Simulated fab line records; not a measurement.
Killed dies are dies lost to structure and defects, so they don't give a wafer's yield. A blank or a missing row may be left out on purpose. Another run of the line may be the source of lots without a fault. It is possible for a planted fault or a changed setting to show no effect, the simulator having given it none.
The tool behind it: which one? ; flow gf180mcu ; 6 lots with 18 wafers sampled at 4 steps, on a route of 602 steps

== WHAT EACH GAUGE READ, for each wafer ==
GF_V3_THK_MEAS_03.
lot;measured;on;V3_CVD_02_THK (nm)
L890;day 22 00:55;film_metro-02;855 837 849
L893;day 23 02:42;film_metro-03;828 851 854
L896;day 24 00:36;film_metro-02;840 861 844
L899;day 25 07:49;film_metro-01;843 848 865
L901;day 25 19:13;film_metro-02;319 320 334
L911;day 29 03:42;film_metro-01;840 838 830

== WHAT TOOL EACH LOT RAN ON (gives the tool, then ch and the chambers of the sampled wafers, and finally the start) ==
lot;GF_V2_STRIP_18;GF_M3_SPUTTER_03;GF_V3_CVD_02
L890;plasma_asher-03 ch 0,1, day 20 22:55;pvd_sputter-02, day 21 00:17;pecvd-03 ch 0,1,2, day 22 00:51
L893;plasma_asher-04 ch 0,1, day 22 00:50;pvd_sputter-04, day 22 02:15;pecvd-03 ch 0,1,2, day 23 02:38
L896;plasma_asher-04 ch 0,1, day 22 23:48;pvd_sputter-02, day 23 01:11;pecvd-02 ch 0,1,2, day 24 00:32
L899;plasma_asher-03 ch 0,1, day 24 07:29;pvd_sputter-01, day 24 08:50;pecvd-04 ch 0,2, day 25 07:44
L901;plasma_asher-01 ch 0,1, day 24 19:30;pvd_sputter-02, day 24 20:53;pecvd-04 ch 0,1, day 25 19:08
L911;plasma_asher-04 ch 0,1, day 28 05:30;pvd_sputter-04, day 28 06:53;pecvd-03 ch 0,1,2, day 29 03:38
- GF_V2_STRIP_18: strips in O2/N2.
- GF_M3_SPUTTER_03: material Ti, target thk 10 nm, time 6.7 s.
- GF_V3_CVD_02: deposits SiO2 from TEOS, target thk 850 nm, time 94.851 s.

== THE ANSWER, worked out from the rows above alone ==
Rule: usual is defined by the lots themselves. The widest of any qualifying gaps counts: lots, ordered by their means at a reading, are off when they make up no more than a third of the lots, leave a main group of 4 or more, and stand apart from it by 3 or more times the standard deviation of that group's means. If all means in a main group match to the digits the tables above print for the reading, that group is not used. Also off: a lot with no number at a reading for which 4 or more lots have one. Any other lot the step has rows for is counted as sound.
Off: L901, seen at GF_V3_THK_MEAS_03 (V3_CVD_02_THK). Main group: mean 846 nm, sd 5.4.
A tool fits if, at a process step before that reading, it ran every lot that is off, and no sound lot after the first of them. Gauges at GF_V3_THK_MEAS_03: tried the same way as those tools. Can't be told from this: 4 tools fit, plasma_asher-01 at GF_V2_STRIP_18, pvd_sputter-02 at GF_M3_SPUTTER_03, pecvd-04 at GF_V3_CVD_02, film_metro-02 at GF_V3_THK_MEAS_03.

== WHAT WAS PUT IN BY THE SIMULATOR ==
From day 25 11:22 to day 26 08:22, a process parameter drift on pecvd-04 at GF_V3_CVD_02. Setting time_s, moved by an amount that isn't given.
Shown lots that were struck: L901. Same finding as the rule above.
